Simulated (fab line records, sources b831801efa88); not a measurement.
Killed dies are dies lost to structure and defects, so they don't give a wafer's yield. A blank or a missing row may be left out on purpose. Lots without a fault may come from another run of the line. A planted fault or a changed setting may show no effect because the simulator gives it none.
A struck lot beside a sound one | flow sky130 | 16 steps out of a route of 708
Sound: wafers L286.2, L286.5, L286.6. Struck: wafers L277.1, L277.2, L277.4. The cause comes at the end.
At each step with rows: each side's tool, then ch and its chambers, then its first start. Under that, the readings that differ: sound wafers | struck wafers | difference of the means | sigmas: that difference in standard deviations of wafers without a fault.
alike: readings whose means differ by less than 2 such deviations, and words and numbers that are the same on both sides. not compared: withheld readings, readings that some wafer has no value for, bounds like >300 that may hide the same value, and numbers for which the record gives no deviation and whose values overlap.
The two part at a step that has a row with sigmas, a row that says differs or no value, or rows on one side only. Numbers that don't overlap but have no deviation are shown without sigmas and don't part them. A reading that every wafer of one side lacks parts them only if that side has two wafers or more.

SKY_FIELD_ISO_THK_MEAS_04:
  sound on film_metro-04, day 5 00:07; struck on film_metro-03, day 3 01:35
  alike: FIELD_ISO_CVD_03_THK
then, 8 steps without rows for these wafers: SKY_FIELD_ISO_DEHYDRATE_05 (time 60 s); SKY_FIELD_ISO_HMDS_06 (prime time 60 s); SKY_FIELD_ISO_COAT_07 (resist thk 60 nm); SKY_FIELD_ISO_COAT_08 (resist thk 450 nm); SKY_FIELD_ISO_SOFTBAKE_09 (time 90 s); SKY_FIELD_ISO_EXPOSE_10 (exposes mask FOM, target cd 150 nm); SKY_FIELD_ISO_PEB_11; SKY_FIELD_ISO_DEVELOP_12 (develop time 60 s).
SKY_FIELD_ISO_CD_MEAS_13: target cd 150 nm.
  sound on cd_sem-02, day 5 16:47; struck on cd_sem-02, day 3 17:17
  alike: cd_nm
SKY_FIELD_ISO_ETCH_14: etches BARC in N2/H2, stops on SiO2, time 45.9 s, target depth 60 nm.
  sound on rie_diel-04 ch 0,1, day 5 16:53; struck on rie_diel-01 ch 0,1,3, day 3 17:25
  alike: drypump_motor_current_A, oes_product_au, throttle_valve_pct
  not compared: rf_hours_counter_h
SKY_FIELD_ISO_ETCH_15: etches the open film in CHF3/O2, stops on Si, target depth 180 nm, time 72 s.
  sound on rie_diel-04 ch 0,1, day 5 16:55; struck on rie_diel-01 ch 0,1,3, day 3 17:27
  alike: drypump_motor_current_A, oes_product_au, throttle_valve_pct
  not compared: rf_hours_counter_h
SKY_FIELD_ISO_STRIP_16: strips in O2/N2.
  sound on plasma_asher-03 ch 0,1, day 5 16:59; struck on plasma_asher-04 ch 0,1, day 3 17:31
  no value came back on the struck wafers for chamber_pressure_mTorr (mTorr), drypump_motor_current_A (A), oes_product_au (a.u.), strip_time_to_endpoint_s (s); on the sound wafers chamber_pressure_mTorr (mTorr) reads 1499.5 1501.9 1500.0
  reading                                          | sound | struck            | difference | sigmas
  model.KrF-thick_of_FIELD_ISO_COAT_08.thk_nm (nm) | 0 0 0 | 238.6 237.8 241.1 | +239.2     |
  not compared: rf_hours_counter_h
SKY_FIELD_ISO_ETCH_17: etches Si in HBr/Cl2/O2, target depth 342 nm, time 97.7 s.
  sound on rie_si-02 ch 1,2,3, day 5 17:05; struck on rie_si-02 ch 1,2,3, day 3 17:37
  reading                                          | sound | struck          | difference | sigmas
  model.KrF-thick_of_FIELD_ISO_COAT_08.thk_nm (nm) | 0 0 0 | 124 124.9 125.2 | +125       |
  alike: drypump_motor_current_A, oes_product_au, throttle_valve_pct
  not compared: rf_hours_counter_h
then, 1 step without rows for these wafers: SKY_FIELD_ISO_WET_ETCH_18 (etches Si3N4 in H3PO4, target depth 25 nm, time 286 s).
-- the record jumps here: 44 days lie between the struck wafers' starts before and after (it left off in module FIELD_ISO and takes up again in module PAD_OPEN, whose first step shown is number 708 of the route) --
SKY_PAD_OPEN_PROBE_99:
  the record has rows for the struck wafers here (prober-01, day 47 20:15) and none for the sound ones

WHERE THEY PART
First at SKY_FIELD_ISO_STRIP_16; last, within this record, at SKY_PAD_OPEN_PROBE_99.

WHY: what the simulator had put in
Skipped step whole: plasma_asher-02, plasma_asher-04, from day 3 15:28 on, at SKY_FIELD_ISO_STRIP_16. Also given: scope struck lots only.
